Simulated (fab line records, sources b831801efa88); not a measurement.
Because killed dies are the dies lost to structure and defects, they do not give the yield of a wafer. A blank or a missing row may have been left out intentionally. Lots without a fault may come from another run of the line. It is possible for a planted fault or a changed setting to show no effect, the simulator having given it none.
fab line records	flow sky130
record lots=6	wafers=18	last_day=50
route steps=708 shown POLY_GATE@219 LDD_N@237 LDD_P@255 PAD_OPEN@708
lots that met no fault: from a run of the same line without faults
start_h: hours from the record's first day to the start of the lot's first wafer shown	wait_h: hours since the lot's step before	" as in the row above	L1.1+2: several wafers, shown together as one row	- no value, or no start given	* or withheld: withheld	< > ~ a bound
route shown NAME@n: a module of which the file shows steps, and the number in the route of the first	usual: the fault-free wafers' mean and standard deviation	same: alike in all rows	chamber/n: place in a boat	sites: the reading at each site	_std_site: standard deviation across them	_edge_site: mean of outer sites minus mean of inner sites	radius_mm: how far each site lies from the wafer's centre	mask NAME#n: copy n	behind: the tool/chamber that last shaped the wafer	hold: cause of the lot's hold/its duration in hours/its outcome	device: transistor that didn't switch, given as n, p or np	end of line: at the end of the route, the tests of the same wafers	for a step that has no rows: nothing shown but its recipe	killed: count of dies lost to structure and defects at first sort (not the wafer's yield)	map: a wafer's dies, marking killed ones x, the rest . and places with no die _
set.NAME: the setting as run; set.NAME@STEP: as run at that earlier step	model.NAME: the simulator's own value behind a step, which no gauge read
lots at some steps of the route; a table a step, a row a wafer
services: a tool's chamber out of use, with start hour (start_h, from the record's first day; less than 0 if before it), hours out, and reason
## steps
# step SKY_POLY_GATE_DEHYDRATE_05
# recipe temp_c=200	time_s=60
# step SKY_POLY_GATE_HMDS_06
# recipe prime_time_s=60	prime_temp_c=120
# step SKY_POLY_GATE_COAT_07
# recipe resist=BARC	temp_c=withheld	time_s=withheld	spin_rpm=3000	resist_thk_nm=110
# step SKY_POLY_GATE_COAT_08
# recipe resist=KrF-thick	spin_rpm=3000	resist_thk_nm=450
# step SKY_POLY_GATE_SOFTBAKE_09
# recipe temp_c=100	time_s=90	resist=KrF-thick
# step SKY_POLY_GATE_EXPOSE_10
# recipe mask_id=P1M	na=0.68	source_shape=conventional	sigma_outer=0.6	target_cd_nm=150	dose_mj=28
# step SKY_POLY_GATE_PEB_11
# recipe peb_temp_c=withheld	peb_time_s=withheld	resist=KrF-thick
# step SKY_POLY_GATE_DEVELOP_12
# recipe develop_time_s=60	resist=KrF-thick	dev_temp_c=21
# step SKY_POLY_GATE_CD_MEAS_13
# recipe target_cd_nm=150
# usual cd_nm=150.3/1.3
lot.wafer	tool	chamber	start_h	wait_h	cd_nm
L356.2	cd_sem-01	-	376.06	-	150.4
L356.3	"	-	"	"	150.4
L356.6	"	-	"	"	151.6
L357.2	cd_sem-02	-	389.13	-	150.1
L357.5	"	-	"	"	150.3
L357.6	"	-	"	"	149.9
L362.1	cd_sem-01	-	431.01	-	149.0
L362.3	"	-	"	"	149.8
L362.4	"	-	"	"	150.1
L363.1	cd_sem-01	-	438.41	-	150.7
L363.4	"	-	"	"	150.5
L363.5	"	-	"	"	150.4
L371.2	cd_sem-02	-	512.46	-	150.7
L371.4	"	-	"	"	149.8
L371.5	"	-	"	"	149.7
L377.1	cd_sem-01	-	560.63	-	151.0
L377.3	"	-	"	"	150.9
L377.4	"	-	"	"	150.7
# step SKY_POLY_GATE_OVL_MEAS_14
# usual POLY_GATE_OVL=-1/5.3
lot.wafer	tool	chamber	start_h	wait_h	POLY_GATE_OVL[nm]
L356.2	overlay-02	-	376.16	0.1	-4
L356.3	"	-	"	"	3
L356.6	"	-	"	"	-4
L357.2	overlay-02	-	389.24	0.1	-7
L357.5	"	-	"	"	2
L357.6	"	-	"	"	-6
L362.1	overlay-02	-	431.13	0.1	-4
L362.3	"	-	"	"	-3
L362.4	"	-	"	"	1
L363.1	overlay-01	-	438.53	0.1	0
L363.4	"	-	"	"	-5
L363.5	"	-	"	"	-1
L371.2	overlay-01	-	512.56	0.1	5
L371.4	"	-	"	"	3
L371.5	"	-	"	"	8
L377.1	overlay-02	-	560.75	0.1	-6
L377.3	"	-	"	"	-7
L377.4	"	-	"	"	-3
# step SKY_POLY_GATE_ETCH_15
# recipe chemistry=N2/H2	target=BARC	ion_energy_ev=200	source_w=500	bias_w=100	pressure_mtorr=30	n2_flow_sccm=100	h2_flow_sccm=200	stop_on=SiO2	time_s=118.5	target_depth_a=1100
# usual drypump_motor_current_A=5.9/0.52	h2_flow_sccm=200.1/0.6	oes_product_au=0.716/0.0044	throttle_valve_pct=13.212/0.0084
lot.wafer	tool	chamber	start_h	wait_h	drypump_motor_current_A	h2_flow_sccm	oes_product_au	rf_hours_counter_h	throttle_valve_pct
L356.2	rie_diel-01	1	376.19	0.0	5.7	201.3	0.715	4	13.225
L356.3	"	2	"	"	6.6	201.0	0.711	44	13.202
L356.6	"	1	"	"	5.7	200.7	0.712	-	13.211
L357.2	rie_diel-03	0	389.27	0.0	5.6	199.5	0.711	6	13.223
L357.5	"	3	"	"	6.8	200.6	0.727	-	13.215
L357.6	"	0	"	"	5.6	199.0	0.714	-	13.209
L362.1	rie_diel-03	2	431.16	0.0	5.1	200.0	0.721	1	13.208
L362.3	"	3	"	"	6.7	200.1	0.717	7	13.220
L362.4	"	0	"	"	5.6	200.8	0.709	7	13.215
L363.1	rie_diel-04	0	438.56	0.0	6.1	199.9	0.722	5	13.190
L363.4	"	1	"	"	5.1	199.5	0.716	5	13.228
L363.5	"	0	"	"	6.1	199.1	0.721	-	13.220
L371.2	rie_diel-04	2	512.59	0.0	6.5	199.1	0.721	5	13.208
L371.4	"	3	"	"	6.1	200.5	0.714	27	13.215
L371.5	"	0	"	"	6.1	200.5	0.709	-	13.206
L377.1	rie_diel-01	0	560.79	0.0	5.7	200.0	0.712	5	13.211
L377.3	"	1	"	"	5.7	200.5	0.719	8	13.210
L377.4	"	3	"	"	5.8	200.3	0.711	3	13.222
# step SKY_POLY_GATE_ETCH_16
# recipe stop_on=poly-Si	chemistry=CH3F/O2	target=Si3N4	source_w=400	bias_w=80	pressure_mtorr=25	ch3f_flow_sccm=40	O2_flow_sccm=30	time_s=147.5	target_depth_a=750
# usual drypump_motor_current_A=5.9/0.52	oes_product_au=0.640/0.0054	throttle_valve_pct=10.534/0.009
lot.wafer	tool	chamber	start_h	wait_h	drypump_motor_current_A	oes_product_au	rf_hours_counter_h	throttle_valve_pct
L356.2	rie_diel-01	1	376.28	0.0	5.7	0.647	4	10.538
L356.3	"	2	"	"	6.5	0.644	44	10.539
L356.6	"	1	"	"	5.6	0.643	-	10.543
L357.2	rie_diel-03	0	389.35	0.0	5.6	0.644	6	10.523
L357.5	"	3	"	"	6.7	0.637	-	10.533
L357.6	"	0	"	"	5.6	0.648	-	10.540
L362.1	rie_diel-03	2	431.25	0.0	5.0	0.633	1	10.546
L362.3	"	3	"	"	6.7	0.646	7	10.521
L362.4	"	0	"	"	5.6	0.633	7	10.531
L363.1	rie_diel-04	0	438.65	0.0	6.1	0.652	5	10.531
L363.4	"	1	"	"	5.0	0.644	5	10.540
L363.5	"	0	"	"	6.1	0.645	-	10.530
L371.2	rie_diel-04	2	512.68	0.0	6.5	0.636	5	10.539
L371.4	"	3	"	"	6.0	0.638	27	10.534
L371.5	"	0	"	"	6.0	0.644	-	10.535
L377.1	rie_diel-01	0	560.87	0.0	5.7	0.644	5	10.534
L377.3	"	1	"	"	5.7	0.637	8	10.531
L377.4	"	3	"	"	5.8	0.631	3	10.531
# step SKY_POLY_GATE_ETCH_17
# recipe target_depth_nm=180	stop_on=SiO2	over_etch_frac=0.56667	chemistry=HBr/Cl2	target=poly-Si	icp_w=400	bias_w=100	pressure_mtorr=10	HBr_flow_sccm=150	Cl2_flow_sccm=50	time_s=70.5
# usual drypump_motor_current_A=5.52/0.29	oes_product_au=0.989/0.0065	throttle_valve_pct=33.684/0.0087
lot.wafer	tool	chamber	start_h	wait_h	drypump_motor_current_A	oes_product_au	rf_hours_counter_h	throttle_valve_pct
L356.2	rie_si-02	2	376.38	0.0	5.47	0.997	5	33.678
L356.3	"	0	"	"	5.41	0.986	45	33.676
L356.6	"	1	"	"	5.37	1.006	-	33.678
L357.2	rie_si-02	3	389.45	0.0	5.42	0.999	37	33.673
L357.5	"	2	"	"	5.49	0.999	-	33.688
L357.6	"	1	"	"	5.38	0.995	-	33.673
L362.1	rie_si-01	3	431.35	0.0	5.17	0.995	1	33.681
L362.3	"	1	"	"	5.47	0.989	34	33.682
L362.4	"	2	"	"	6.28	0.999	4	33.685
L363.1	rie_si-01	1	438.75	0.0	5.45	0.984	34	33.672
L363.4	"	2	"	"	6.29	0.987	4	33.681
L363.5	"	0	"	"	5.69	0.987	-	33.688
L371.2	rie_si-01	2	512.77	0.0	6.24	0.994	5	33.680
L371.4	"	3	"	"	5.18	0.977	2	33.687
L371.5	"	0	"	"	5.65	0.984	-	33.696
L377.1	rie_si-01	3	560.97	0.0	5.17	0.978	2	33.697
L377.3	"	0	"	"	5.65	0.972	2	33.692
L377.4	"	2	"	"	6.27	0.977	5	33.685
# step SKY_POLY_GATE_STRIP_18
# recipe chemistry=O2/N2	power_w=1400	pressure_mtorr=1500	platen_temp_c=withheld	o2_flow_sccm=3000	n2_flow_sccm=300	overash_fraction=0.5
# usual drypump_motor_current_A=5.7/0.31	oes_product_au=0.361/0.0051	strip_time_to_endpoint_s=3.159/0.027
lot.wafer	tool	chamber	start_h	wait_h	drypump_motor_current_A	oes_product_au	rf_hours_counter_h	strip_time_to_endpoint_s
L356.2	plasma_asher-02	0	376.43	0.0	5.3	0.361	69	3.114
L356.3	"	0	"	"	5.3	0.367	-	3.149
L356.6	"	0	"	"	5.3	0.363	-	3.106
L357.2	plasma_asher-02	1	389.50	0.0	5.3	0.366	70	3.134
L357.5	"	1	"	"	5.4	0.361	-	3.178
L357.6	"	0	"	"	5.3	0.350	-	3.164
L362.1	plasma_asher-01	0	431.40	0.0	6.1	0.355	30	3.192
L362.3	"	1	"	"	5.9	0.361	-	3.205
L362.4	"	0	"	"	6.1	0.360	-	3.157
L363.1	plasma_asher-01	0	438.80	0.0	6.1	0.362	31	3.133
L363.4	"	0	"	"	6.1	0.358	-	3.147
L363.5	"	0	"	"	6.1	0.357	-	3.183
L371.2	plasma_asher-02	0	512.83	0.0	5.3	0.363	82	3.172
L371.4	"	0	"	"	5.3	0.356	-	3.181
L371.5	"	1	"	"	5.3	0.368	-	3.215
L377.1	plasma_asher-01	0	561.02	0.0	6.1	0.363	44	3.172
L377.3	"	1	"	"	5.9	0.360	-	3.145
L377.4	"	0	"	"	6.1	0.366	-	3.206
# step SKY_POLY_GATE_CLEAN_19
# recipe chemistry=SC1/SC2	mix=1:4:20	temp_c=70	time_s=150	dry=n2_spin
# step SKY_POLY_GATE_OXIDATION_20
# recipe temp_c=850	ambient=O2	stabilise_s=600	purge_s=300	target_thk_a=40	ox_time_s=899
# step SKY_POLY_GATE_THK_MEAS_21
# recipe reads=SiO2_of_POLY_GATE_OXIDATION_20
# usual POLY_GATE_OXIDATION_THK=4.02/0.08
lot.wafer	tool	chamber	start_h	wait_h	POLY_GATE_OXIDATION_THK[nm]
L356.2	film_metro-03	-	379.43	0.0	3.80
L356.3	"	-	"	"	3.71
L356.6	"	-	"	"	3.80
L357.2	film_metro-03	-	391.26	0.0	4.06
L357.5	"	-	"	"	3.99
L357.6	"	-	"	"	4.06
L362.1	film_metro-04	-	434.55	0.0	3.95
L362.3	"	-	"	"	4.05
L362.4	"	-	"	"	4.04
L363.1	film_metro-03	-	440.20	0.0	4.08
L363.4	"	-	"	"	4.04
L363.5	"	-	"	"	4.03
L371.2	film_metro-03	-	514.24	0.0	4.08
L371.4	"	-	"	"	4.07
L371.5	"	-	"	"	4.14
L377.1	film_metro-01	-	562.42	0.0	3.96
L377.3	"	-	"	"	4.09
L377.4	"	-	"	"	4.12
# step SKY_POLY_GATE_CD_MEAS_22
# usual cd_nm=150.1/1.9
lot.wafer	tool	chamber	start_h	wait_h	cd_nm
L356.2	cd_sem-01	-	379.51	0.1	150.2
L356.3	"	-	"	"	150.2
L356.6	"	-	"	"	150.2
L357.2	cd_sem-01	-	391.34	0.1	149.7
L357.5	"	-	"	"	150.6
L357.6	"	-	"	"	150.0
L362.1	cd_sem-02	-	434.61	0.1	147.4
L362.3	"	-	"	"	150.1
L362.4	"	-	"	"	149.3
L363.1	cd_sem-01	-	440.26	0.1	152.1
L363.4	"	-	"	"	151.4
L363.5	"	-	"	"	151.3
L371.2	cd_sem-01	-	514.32	0.1	151.7
L371.4	"	-	"	"	149.9
L371.5	"	-	"	"	148.2
L377.1	cd_sem-01	-	562.48	0.1	149.8
L377.3	"	-	"	"	151.5
L377.4	"	-	"	"	151.6
# step SKY_LDD_N_DEHYDRATE_00
# recipe temp_c=200	time_s=60
# step SKY_LDD_N_HMDS_01
# recipe prime_time_s=60	prime_temp_c=120
# step SKY_LDD_N_COAT_02
# recipe resist=NOVOLAK	spin_rpm=3000	resist_thk_nm=300
# step SKY_LDD_N_SOFTBAKE_03
# recipe temp_c=90	time_s=60	resist=NOVOLAK
# step SKY_LDD_N_EXPOSE_04
# recipe mask_id=NTM	target_cd_nm=840	na=0.6	source_shape=conventional	sigma_outer=0.6	dose_mj=110
# step SKY_LDD_N_PEB_05
# recipe temp_c=withheld	time_s=*	resist=NOVOLAK
# step SKY_LDD_N_DEVELOP_06
# recipe develop_time_s=60	dev_temp_c=23
# step SKY_LDD_N_OVL_MEAS_07
# usual LDD_N_OVL=-0.5/1.6
lot.wafer	tool	chamber	start_h	wait_h	LDD_N_OVL[nm]
L356.2	overlay-01	-	408.68	0.1	0.7
L356.3	"	-	"	"	1.0
L356.6	"	-	"	"	0.5
L357.2	overlay-02	-	420.79	0.1	0.1
L357.5	"	-	"	"	0.8
L357.6	"	-	"	"	0.3
L362.1	overlay-01	-	464.99	0.1	0.5
L362.3	"	-	"	"	0.6
L362.4	"	-	"	"	-0.1
L363.1	overlay-02	-	470.89	0.1	1.2
L363.4	"	-	"	"	-0.5
L363.5	"	-	"	"	0.8
L371.2	overlay-01	-	544.68	0.1	-3.2
L371.4	"	-	"	"	-2.4
L371.5	"	-	"	"	-2.1
L377.1	overlay-02	-	591.79	0.1	-0.9
L377.3	"	-	"	"	-0.9
L377.4	"	-	"	"	0.3
# step SKY_LDD_N_IMPLANT_08
# recipe species=As	energy_kev=20	dose_cm2=7.5e+13	tilt_deg=withheld	rotation_deg=23
# step SKY_LDD_N_IMPLANT_09
# recipe species=As	energy_kev=20	dose_cm2=7.5e+13	tilt_deg=withheld	rotation_deg=113
# step SKY_LDD_N_IMPLANT_10
# recipe species=As	energy_kev=20	dose_cm2=7.5e+13	tilt_deg=withheld	rotation_deg=203
# step SKY_LDD_N_IMPLANT_11
# recipe species=As	energy_kev=20	dose_cm2=7.5e+13	tilt_deg=withheld	rotation_deg=293
# step SKY_LDD_N_IMPLANT_12
# recipe species=BF2	energy_kev=50	dose_cm2=5e+12	tilt_deg=30	rotation_deg=0
# step SKY_LDD_N_IMPLANT_13
# recipe species=BF2	energy_kev=50	dose_cm2=5e+12	tilt_deg=30	rotation_deg=90
# step SKY_LDD_N_IMPLANT_14
# recipe species=BF2	energy_kev=50	dose_cm2=5e+12	tilt_deg=30	rotation_deg=180
# step SKY_LDD_N_IMPLANT_15
# recipe species=BF2	energy_kev=50	dose_cm2=5e+12	tilt_deg=30	rotation_deg=270
# step SKY_LDD_N_STRIP_16
# recipe chemistry=O2/N2	power_w=1400	pressure_mtorr=1500	platen_temp_c=withheld	o2_flow_sccm=3000	n2_flow_sccm=300	overash_fraction=0.5
# usual drypump_motor_current_A=5.33/0.19	oes_product_au=0.407/0.0049	strip_time_to_endpoint_s=4.309/0.015
lot.wafer	tool	chamber	start_h	wait_h	drypump_motor_current_A	oes_product_au	rf_hours_counter_h	strip_time_to_endpoint_s
L356.2	plasma_asher-02	0	409.91	0.1	5.31	0.416	72	4.296
L356.3	"	1	"	"	5.35	0.401	-	4.311
L356.6	"	0	"	"	5.31	0.402	-	4.318
L357.2	plasma_asher-04	1	422.02	0.1	4.96	0.398	59	4.302
L357.5	"	1	"	"	4.96	0.412	-	4.328
L357.6	"	0	"	"	5.46	0.407	-	4.300
L362.1	plasma_asher-02	0	466.22	0.1	5.29	0.405	78	4.323
L362.3	"	1	"	"	5.39	0.404	-	4.319
L362.4	"	0	"	"	5.32	0.403	-	4.329
L363.1	plasma_asher-03	1	472.12	0.1	5.57	0.406	3	4.292
L363.4	"	0	"	"	5.37	0.406	-	4.284
L363.5	"	0	"	"	5.36	0.402	-	4.292
L371.2	plasma_asher-02	0	545.91	0.1	5.32	0.417	86	4.300
L371.4	"	1	"	"	5.36	0.404	-	4.311
L371.5	"	1	"	"	5.35	0.397	-	4.310
L377.1	plasma_asher-04	0	593.02	0.1	5.45	0.404	77	4.297
L377.3	"	1	"	"	4.95	0.409	-	4.287
L377.4	"	0	"	"	5.45	0.411	-	4.300
# step SKY_LDD_N_TW_MEAS_17
# usual LDD_N_TW=2560/24
lot.wafer	tool	chamber	start_h	wait_h	LDD_N_TW
L356.2	film_metro-02	-	410.02	0.1	2514
L356.3	"	-	"	"	2512
L356.6	"	-	"	"	2518
L357.2	film_metro-03	-	422.13	0.1	2580
L357.5	"	-	"	"	2589
L357.6	"	-	"	"	2572
L362.1	film_metro-02	-	466.32	0.1	2535
L362.3	"	-	"	"	2509
L362.4	"	-	"	"	2527
L363.1	film_metro-04	-	472.22	0.1	2562
L363.4	"	-	"	"	2570
L363.5	"	-	"	"	2561
L371.2	film_metro-04	-	546.02	0.1	2594
L371.4	"	-	"	"	2593
L371.5	"	-	"	"	2597
L377.1	film_metro-04	-	593.12	0.1	2556
L377.3	"	-	"	"	2566
L377.4	"	-	"	"	2552
# step SKY_LDD_P_DEHYDRATE_00
# recipe temp_c=200	time_s=60
# step SKY_LDD_P_HMDS_01
# recipe prime_time_s=60	prime_temp_c=120
# step SKY_LDD_P_COAT_02
# recipe resist=NOVOLAK	spin_rpm=3000	resist_thk_nm=1140
# step SKY_LDD_P_SOFTBAKE_03
# recipe temp_c=90	time_s=60	resist=NOVOLAK
# step SKY_LDD_P_EXPOSE_04
# recipe mask_id=PSDM	na=0.6	source_shape=conventional	sigma_outer=0.6	polarization=unpolarized	target_cd_nm=380	dose_mj=138
# step SKY_LDD_P_PEB_05
# recipe temp_c=withheld	time_s=*	resist=NOVOLAK
# step SKY_PAD_OPEN_PROBE_99
# usual killed_at_M0_to_M3=43/7.2	killed_at_M4_up=3.0/1.7	killed_at_contacts=24/5.3	killed_at_front_end=15/4.6	killed_at_other=0.3/0.5	killed_dies=85/10	killed_open=46/7.2	killed_short=39/6.4
# same gross_dies=492	killed_at_back_side=0
lot.wafer	tool	chamber	start_h	wait_h	killed_at_M0_to_M3	killed_at_M4_up	killed_at_contacts	killed_at_front_end	killed_at_other	killed_dies	killed_open	killed_short
L356.2	prober-01	-	1083.80	0.1	39	6	26	9	1	81	39	42
L356.3	prober-01	-	1083.85	0.2	39	2	21	12	0	74	40	34
L356.6	prober-01	-	1084.00	0.2	52	1	21	11	0	85	48	37
L357.2	prober-02	-	1094.66	0.1	38	1	32	21	0	92	45	47
L357.5	prober-02	-	1094.81	0.2	41	1	25	12	0	79	40	39
L357.6	prober-02	-	1094.86	0.2	49	1	29	16	0	95	60	35
L362.1	prober-01	-	1115.66	0.1	52	3	23	16	0	94	45	49
L362.3	prober-01	-	1115.76	0.2	33	4	21	50	0	108	34	36
L362.4	prober-01	-	1115.81	0.2	39	4	32	10	0	85	44	41
L363.1	prober-02	-	1119.95	0.1	29	2	23	51	0	105	32	39
L363.4	prober-02	-	1120.10	0.2	31	7	28	10	0	76	38	38
L363.5	prober-02	-	1120.15	0.2	47	5	22	9	0	83	46	37
L371.2	prober-02	-	1169.63	0.1	42	4	22	16	0	84	40	44
L371.4	prober-02	-	1169.73	0.2	49	2	23	8	0	82	52	30
L371.5	prober-02	-	1169.78	0.2	49	2	26	10	1	88	53	35
L377.1	prober-02	-	1193.45	0.1	38	2	23	9	0	72	33	39
L377.3	prober-02	-	1193.55	0.2	32	3	29	10	0	74	37	37
L377.4	prober-02	-	1193.60	0.2	49	1	13	6	0	69	37	32
# killed by level:class
L356.2 METAL4:geometric_particle:short=6 CONTACT:geometric_particle:open=6 VIA1:geometric_particle:open=6 VIA2:geometric_particle:open=6 LI_CONTACT:geometric_particle:open=5 LI_CONTACT:geometric_particle:short=5 METAL1:geometric_particle:short=5 VIA3:geometric_particle:open=5
L356.3 VIA3:geometric_particle:open=8 VIA2:geometric_particle:open=6 LI_CONTACT:geometric_particle:open=5 VIA1:geometric_particle:open=5 METAL1:geometric_particle:short=5 VIA3:geometric_particle:short=5 LOCAL_INTERCONNECT:geometric_particle:short=4 CONTACT:geometric_particle:open=4
L356.6 VIA2:geometric_particle:open=10 VIA3:geometric_particle:open=9 VIA1:geometric_particle:open=9 METAL1:geometric_particle:short=7 METAL2:geometric_particle:short=5 CONTACT:geometric_particle:open=5 CONTACT:geometric_particle:short=5 LI_CONTACT:geometric_particle:open=4
L357.2 CONTACT:geometric_particle:open=12 VIA1:geometric_particle:open=12 CONTACT:geometric_particle:short=8 METAL1:geometric_particle:short=8 FIELD_ISO:geometric_particle:open=6 FIELD_ISO:geometric_particle:short=6 LI_CONTACT:geometric_particle:open=6 METAL2:geometric_particle:short=5
L357.5 CONTACT:geometric_particle:open=12 METAL2:geometric_particle:short=9 LOCAL_INTERCONNECT:geometric_particle:short=5 METAL1:geometric_particle:short=5 VIA3:geometric_particle:open=5 CONTACT:geometric_particle:short=4 VIA1:geometric_particle:short=4 VIA2:geometric_particle:open=4
L357.6 CONTACT:geometric_particle:open=14 VIA1:geometric_particle:open=12 VIA3:geometric_particle:open=9 LI_CONTACT:geometric_particle:open=7 VIA2:geometric_particle:open=6 METAL1:geometric_particle:short=5 VIA1:geometric_particle:short=5 FIELD_ISO:geometric_particle:open=4
L362.1 METAL2:geometric_particle:short=9 VIA3:geometric_particle:open=9 VIA2:geometric_particle:open=8 METAL1:geometric_particle:short=7 VIA1:geometric_particle:open=7 LI_CONTACT:geometric_particle:open=6 LOCAL_INTERCONNECT:geometric_particle:short=6 POLY_GATE:geometric_particle:short=5
L362.3 POLY_GATE:unspecified=38 VIA1:geometric_particle:short=10 CONTACT:geometric_particle:open=7 LOCAL_INTERCONNECT:geometric_particle:short=6 FIELD_ISO:geometric_particle:open=5 LI_CONTACT:geometric_particle:open=5 VIA1:geometric_particle:open=5 METAL4:geometric_particle:short=4
L362.4 VIA1:geometric_particle:open=10 LI_CONTACT:geometric_particle:open=8 VIA3:geometric_particle:open=7 LI_CONTACT:geometric_particle:short=7 CONTACT:geometric_particle:open=7 FIELD_ISO:geometric_particle:open=6 LOCAL_INTERCONNECT:geometric_particle:short=6 METAL3:geometric_particle:short=5
L363.1 POLY_GATE:unspecified=34 CONTACT:geometric_particle:open=8 METAL1:geometric_particle:short=7 VIA1:geometric_particle:open=7 LOCAL_INTERCONNECT:geometric_particle:short=5 VIA2:geometric_particle:open=5 LI_CONTACT:geometric_particle:open=4 CONTACT:geometric_particle:short=4
L363.4 CONTACT:geometric_particle:short=11 CONTACT:geometric_particle:open=9 METAL1:geometric_particle:short=6 VIA1:geometric_particle:open=6 VIA2:geometric_particle:open=5 LI_CONTACT:geometric_particle:open=4 METAL2:geometric_particle:short=4 METAL4:geometric_particle:short=3
L363.5 VIA2:geometric_particle:open=12 CONTACT:geometric_particle:open=9 METAL1:geometric_particle:short=8 VIA2:geometric_particle:short=5 LOCAL_INTERCONNECT:geometric_particle:short=4 VIA1:geometric_particle:open=4 METAL2:geometric_particle:short=4 VIA3:geometric_particle:open=4
L371.2 VIA1:geometric_particle:open=10 CONTACT:geometric_particle:open=8 METAL1:geometric_particle:short=7 LOCAL_INTERCONNECT:geometric_particle:short=6 METAL2:geometric_particle:short=6 VIA2:geometric_particle:open=6 FIELD_ISO:geometric_particle:short=4 LI_CONTACT:geometric_particle:open=4
L371.4 VIA1:geometric_particle:open=15 VIA2:geometric_particle:open=9 LI_CONTACT:geometric_particle:open=8 CONTACT:geometric_particle:open=7 CONTACT:geometric_particle:short=5 VIA1:geometric_particle:short=5 METAL2:geometric_particle:short=5 POLY_GATE:geometric_particle:short=3
L371.5 LI_CONTACT:geometric_particle:open=12 VIA1:geometric_particle:open=11 VIA3:geometric_particle:open=10 CONTACT:geometric_particle:open=8 VIA1:geometric_particle:short=8 METAL1:geometric_particle:short=4 METAL2:geometric_particle:short=4 FIELD_ISO:geometric_particle:open=3
L377.1 LI_CONTACT:geometric_particle:open=8 VIA2:geometric_particle:open=6 METAL3:geometric_particle:short=6 VIA1:geometric_particle:open=5 LOCAL_INTERCONNECT:geometric_particle:short=5 CONTACT:geometric_particle:open=5 VIA1:geometric_particle:short=5 METAL1:geometric_particle:short=4
L377.3 LI_CONTACT:geometric_particle:open=11 METAL2:geometric_particle:short=10 CONTACT:geometric_particle:open=6 LI_CONTACT:geometric_particle:short=4 VIA1:geometric_particle:open=4 VIA3:geometric_particle:open=4 FIELD_ISO:geometric_particle:short=3 POLY_GATE:geometric_particle:open=3
L377.4 VIA1:geometric_particle:open=15 VIA2:geometric_particle:open=6 METAL2:geometric_particle:short=6 VIA2:geometric_particle:short=5 VIA3:geometric_particle:open=5 CONTACT:geometric_particle:open=4 VIA3:geometric_particle:short=4 LOCAL_INTERCONNECT:geometric_particle:short=3
# map L362.3 (x killed, . not)
__________xx........_________
________.....x....x..._______
______.....x............_____
_____.x.x....x.......x...____
____xx..x.................___
___....x.x....x.x..x.......__
__..xxx....................x_
_...x...x...x...x............
_........x...xxx......x.x....
_.................x..........
_x.................x...x.....
_..x..........x..x........x..
_......x.......x..xx.........
_..x....x............xx..x...
_............................
__.xxxx..x.....x.x.x..x....._
___xxxxxx......xx.x.x......__
____xxxxxxxxx...xx....x..x___
_____xxxxxx.x..x....x.x..____
______xxxxxx.x...x.x...._____
________xxx.x....x...._______
__________xx.x..x..._________
# map L363.1 (x killed, . not)
__________..xx......_________
________xx........x..._______
______.............xx..x_____
_____...x..x..x..........____
____.x.....xx.x.........x.___
___...x....................__
__......x..................._
_....x...........x...........
_....x..................x....
_...................x.x.xx...
_....x................x......
_..x.x.x....xxx..xx....xx.x..
_.x.........x...x...x........
_..x........xx..............x
_x...xx.x......xx....xx.....x
__.x.x...........xxx.x......_
___.xxxxxx..x...x.x.....x..__
____xxxxxxx............x..___
_____xxxxxxx...x.........____
______xxxxxx.....xxx...._____
________xxxxx..x......_______
__________xx........_________
## services
tool	chamber	start_h	hours	kind
rie_si-02	0	363.71	5.0	repair
rie_diel-03	0	374.27	3.0	repair
rie_diel-04	-	374.83	14.6	pm
rie_diel-04	0	390.40	4.1	repair
rie_diel-04	3	391.02	3.5	repair
rie_diel-04	2	398.71	10.5	repair
plasma_asher-01	-	399.86	0.5	repair
rie_diel-01	-	409.23	2.3	repair
rie_diel-04	3	421.42	9.7	repair
plasma_asher-02	-	427.39	11.1	repair
rie_si-01	-	471.33	2.8	pm
rie_si-01	1	486.48	3.3	repair
rie_diel-03	-	493.02	0.3	repair
rie_diel-03	2	501.81	16.1	repair
rie_diel-03	0	517.27	3.3	repair
rie_diel-03	-	529.21	10.0	repair
rie_si-01	3	531.11	5.9	repair
rie_diel-01	0	534.79	7.2	repair
rie_si-01	-	536.53	0.3	repair
rie_diel-03	3	537.80	39.3	repair
rie_si-01	-	544.79	1.5	repair
rie_diel-04	0	554.80	3.1	repair
rie_si-01	-	587.07	15.6	pm
rie_diel-01	-	588.87	2.8	pm
## key
first_sign step=SKY_PAD_OPEN_PROBE_99	reading=killed_at_front_end	direction=up	sigmas=7.8	usual=15	struck=50
effect none on later readings
met_at SKY_POLY_GATE_ETCH_17
struck_wafers L362.3,L363.1
tester_left_out L362,L363
fault kind=chamber_particle_source	tool=rie_si-01	chamber=1	onset_h=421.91	steps=SKY_POLY_GATE_ETCH_17	rate_per_visit_cm2=1.8512	end_h=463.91
# tester_left_out: of these lots the tester's yield and bins aren't shown, on N5 and GAA mostly nor the transistor test; their killed dies are dies lost to structure and defects alone, not to doping, threshold or leakage, so they don't give the yield
